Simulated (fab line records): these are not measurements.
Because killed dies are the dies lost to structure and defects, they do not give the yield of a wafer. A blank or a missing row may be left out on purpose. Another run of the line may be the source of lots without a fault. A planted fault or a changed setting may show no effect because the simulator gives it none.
Which tool is to blame? || flow gf180mcu || 7 lots (21 wafers sampled), 1 step of a 602-step route

== WHAT THE GAUGES READ, wafer by wafer ==
GF_NWELL_TW_MEAS_11.
{"lot": "L479", "measured": "day 3 12:57", "on": "film_metro-02", "NWELL_TW": "1572 1571 1568"}
{"lot": "L482", "measured": "day 4 07:17", "on": "film_metro-01", "NWELL_TW": "1577 1580 1581"}
{"lot": "L485", "measured": "day 5 02:59", "on": "film_metro-03", "NWELL_TW": "1584 1586 1582"}
{"lot": "L487", "measured": "day 5 08:10", "on": "film_metro-03", "NWELL_TW": "1586 1590 1583"}
{"lot": "L489", "measured": "day 5 19:59", "on": "film_metro-02", "NWELL_TW": "1562 1551 1558"}
{"lot": "L493", "measured": "day 6 18:26", "on": "film_metro-03", "NWELL_TW": "1571 1564 1572"}
{"lot": "L500", "measured": "day 8 10:26", "on": "film_metro-01", "NWELL_TW": "1596 1585 1585"}

== WHICH TOOL RAN EACH LOT (tool, then ch and the chambers of the sampled wafers, then the start) ==
Record: no process step prior to these readings.

== THE ANSWER, worked out from the rows above alone ==
Rule: the lots themselves supply what counts as usual. The widest of any qualifying gaps counts: lots, ordered by their means at a reading, are off when they make up no more than a third of the lots, leave a main group of 4 or more, and stand apart from it by 3 or more times the standard deviation of that group's means. If all means in a main group match to the digits the tables above print for the reading, that group is not used. Also off: a lot with no number at a reading for which 4 or more lots have one. Where the step has rows for the other lots, those lots are counted as sound.
No lot is off on any of the readings shown, so nothing can be concluded from this.

== WHAT THE SIMULATOR HAD PUT IN ==
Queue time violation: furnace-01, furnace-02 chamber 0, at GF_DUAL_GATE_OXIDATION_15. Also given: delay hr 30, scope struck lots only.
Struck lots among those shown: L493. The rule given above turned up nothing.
